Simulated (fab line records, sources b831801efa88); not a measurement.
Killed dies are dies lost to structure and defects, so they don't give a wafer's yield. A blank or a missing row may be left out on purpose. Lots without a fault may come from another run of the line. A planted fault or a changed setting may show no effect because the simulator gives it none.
Chamber matching | flow sky130 | SKY_CONTACT_ETCH_16 on rie_diel-01: 4 sister chambers
The step etches BARC in N2/H2, stops on SiO2, time 45.9 s, target depth 60 nm. 20 wafers are shown with their chamber, then 10 later ones without.

WAFERS WITH THEIR CHAMBER
wafer  | chamber | drypump_motor_current_A (A) | oes_product_au (a.u.) | chamber_pressure_mTorr (mTorr)
L077.2 | 3       | 6.2                         | 0.847                 | 29.960
L077.3 | 0       | 5.8                         | 0.857                 | 29.989
L077.6 | 1       | 6.4                         | 0.857                 | 30.009
L078.3 | 0       | 5.8                         | 0.851                 | 29.979
L078.4 | 1       | 6.4                         | 0.857                 | 30.002
L078.5 | 0       | 5.8                         | 0.855                 | 29.987
L082.4 | 0       | 5.8                         | 0.850                 | 30.031
L082.5 | 2       | 4.7                         | 0.858                 | 30.001
L082.6 | 1       | 6.5                         | 0.858                 | 30.019
L083.1 | 2       | 4.7                         | 0.856                 | 29.979
L083.3 | 1       | 6.4                         | 0.855                 | 30.026
L083.5 | 2       | 4.7                         | 0.858                 | 30.080
L085.1 | 1       | 6.4                         | 0.860                 | 30.021
L085.2 | 3       | 6.2                         | 0.854                 | 29.998
L085.3 | 2       | 4.7                         | 0.857                 | 30.040
L089.2 | 0       | 5.8                         | 0.842                 | 29.987
L089.3 | 3       | 6.2                         | 0.848                 | 29.944
L089.6 | 2       | 4.7                         | 0.855                 | 30.023
L090.1 | 1       | 6.4                         | 0.861                 | 29.999
L090.2 | 3       | 6.2                         | 0.853                 | 30.017

SIGNATURES (means of the wafers above)
reading                 | chamber 0 | chamber 1 | chamber 2 | chamber 3 | scatter within a chamber
drypump_motor_current_A | 5.800     | 6.417     | 4.700     | 6.200     | 0.0228
oes_product_au          | 0.85100   | 0.85800   | 0.85680   | 0.85050   | 0.00355
chamber_pressure_mTorr  | 29.99460  | 30.01267  | 30.02460  | 29.97975  | 0.027
Rule: a wafer's distance from a chamber is the root of the sum, over the readings, of the square of ((its reading less the chamber's mean) divided by the reading's scatter). The wafer belongs to the nearest chamber; if the next one is less than 2 further off, it can't be placed. The scatter: the root of (the sum of the squares of (reading less its chamber's mean) over the shown wafers, divided by (wafers less chambers)).

WAFERS WITHOUT THEIR CHAMBER
wafer  | drypump_motor_current_A (A) | oes_product_au (a.u.) | chamber_pressure_mTorr (mTorr)
L090.6 | 6.4                         | 0.856                 | 29.985
L093.3 | 5.7                         | 0.852                 | 29.985
L093.4 | 6.5                         | 0.855                 | 30.049
L093.6 | 6.4                         | 0.861                 | 30.027
L095.2 | 5.8                         | 0.850                 | 30.038
L095.3 | 6.2                         | 0.853                 | 30.042
L095.5 | 6.4                         | 0.859                 | 29.959
L096.1 | 6.2                         | 0.855                 | 30.039
L096.3 | 5.8                         | 0.855                 | 29.958
L096.4 | 5.8                         | 0.858                 | 30.000

WHICH CHAMBER EACH WENT THROUGH
wafer  | from the rows above | in truth
L090.6 | 1                   | 1
L093.3 | 0                   | 0
L093.4 | 1                   | 1
L093.6 | 1                   | 1
L095.2 | 0                   | 0
L095.3 | 3                   | 3
L095.5 | 1                   | 1
L096.1 | 3                   | 3
L096.3 | 0                   | 0
L096.4 | 0                   | 0
Placed correctly: 10 of 10. Can't be placed from these rows: 0. Placed wrongly: 0.
